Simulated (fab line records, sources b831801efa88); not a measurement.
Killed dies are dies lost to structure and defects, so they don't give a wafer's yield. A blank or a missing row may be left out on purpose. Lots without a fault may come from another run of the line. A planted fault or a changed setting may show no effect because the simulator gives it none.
A struck lot beside a sound one | flow sky130 | 15 steps out of a route of 708
Sound: wafers L229.1, L229.2, L229.4. Struck: wafers L238.1, L238.4, L238.5. The cause comes at the end.
At each step with rows: each side's tool, then ch and its chambers, then its first start. Under that, the readings that differ: sound wafers | struck wafers | difference of the means | sigmas: that difference in standard deviations of wafers without a fault.
alike: readings whose means differ by less than 2 such deviations, and words and numbers that are the same on both sides. not compared: withheld readings, readings that some wafer has no value for, bounds like >300 that may hide the same value, and numbers for which the record gives no deviation and whose values overlap.
The two part at a step that has a row with sigmas, a row that says differs or no value, or rows on one side only. Numbers that don't overlap but have no deviation are shown without sigmas and don't part them. A reading that every wafer of one side lacks parts them only if that side has two wafers or more.

SKY_VIA1_OVL_MEAS_13:
  sound on overlay-01, day 33 15:16; struck on overlay-01, day 37 00:16
  alike: VIA1_OVL
SKY_VIA1_ETCH_14: etches BARC in N2/H2, stops on SiO2, time 45.9 s, target depth 60 nm.
  sound on rie_diel-02 ch 1,2,3, day 33 15:18; struck on rie_diel-01 ch 1,3, day 37 00:18
  alike: drypump_motor_current_A, n2_flow_sccm, oes_product_au, throttle_valve_pct
  not compared: rf_hours_counter_h
SKY_VIA1_ETCH_15: etches SiO2 in C4F8/O2/Ar, stops on TiN, target depth 351 nm, time 54 s.
  sound on rie_diel-02 ch 1,2,3, day 33 15:20; struck on rie_diel-01 ch 1,3, day 37 00:20
  alike: oes_product_au
  not compared: rf_hours_counter_h
then, 5 steps without rows for these wafers: SKY_VIA1_STRIP_16 (strips in O2/N2); SKY_VIA1_STRIP_17 (strips in post etch residue remover, time 1200 s); SKY_VIA1_CLEAN_18 (cleans in IPA, time 180 s); SKY_VIA1_CLEAN_19 (cleans in O3/DIW); SKY_VIA1_SPUTTER_20 (material TiN, target thk 20 nm, time 80 s).
SKY_VIA1_CVD_21: deposits W, target thk 270 nm, time 80.902 s.
  sound on cvd_w-02 ch 0,1, day 33 16:02; struck on cvd_w-01 ch 0,1, day 37 01:02
  alike: chamber_pressure_Torr, heater_power_w
SKY_VIA1_RS_MEAS_22: measures by four-point-probe.
  sound on film_metro-01, day 33 16:08; struck on film_metro-02, day 37 01:08
  alike: VIA1_W_RS
SKY_VIA1_THK_MEAS_23: measures by xrf.
  sound on film_metro-01, day 33 16:15; struck on film_metro-02, day 37 01:15
  alike: VIA1_W_THK
SKY_VIA1_CMP_24: polishes, stops on SiO2, t overpolish 15 s, target thk 0 nm.
  sound on cmp-01 ch 0,1,3, day 33 16:19; struck on cmp-01 ch 0,1, day 37 01:19
  alike: motor_current_A, overpolish_run_s, time_to_endpoint_s
SKY_METAL2_SPUTTER_00: material Ti, target thk 15 nm, time 10 s.
  sound on pvd_sputter-04, day 33 16:37; struck on pvd_sputter-04, day 37 01:37
  reading                                   | sound             | struck            | difference | sigmas
  model.Ti_of_METAL2_SPUTTER_00.thk_nm (nm) | 14.92 15.14 14.91 | 13.91 13.86 13.78 | -1.14      |
  alike: throttle_valve_pct
SKY_METAL2_SPUTTER_01: material TiN, target thk 20 nm, time 16.7 s.
  sound on pvd_sputter-04, day 33 16:38; struck on pvd_sputter-04, day 37 01:38
  alike: throttle_valve_pct
-- the record jumps here: 11 days lie between the struck wafers' starts before and after (it left off in module METAL2 and takes up again in module PAD_OPEN, whose first step shown is number 708 of the route) --
SKY_PAD_OPEN_PROBE_99:
  sound on prober-01, day 45 09:17; struck on prober-01, day 48 01:07
  alike: defect_limited_yield, killed_at_M0_to_M3, killed_at_M4_up, killed_at_contacts, killed_at_front_end, killed_at_other, killed_dies, killed_on_rim, killed_open, killed_short, sort_bin_3_pad_short, sort_bin_5_function, sort_bin_6_memory, sort_n_pass, sort_yield_pct

WHERE THEY PART
Nowhere in this record.

WHY: what the simulator had put in
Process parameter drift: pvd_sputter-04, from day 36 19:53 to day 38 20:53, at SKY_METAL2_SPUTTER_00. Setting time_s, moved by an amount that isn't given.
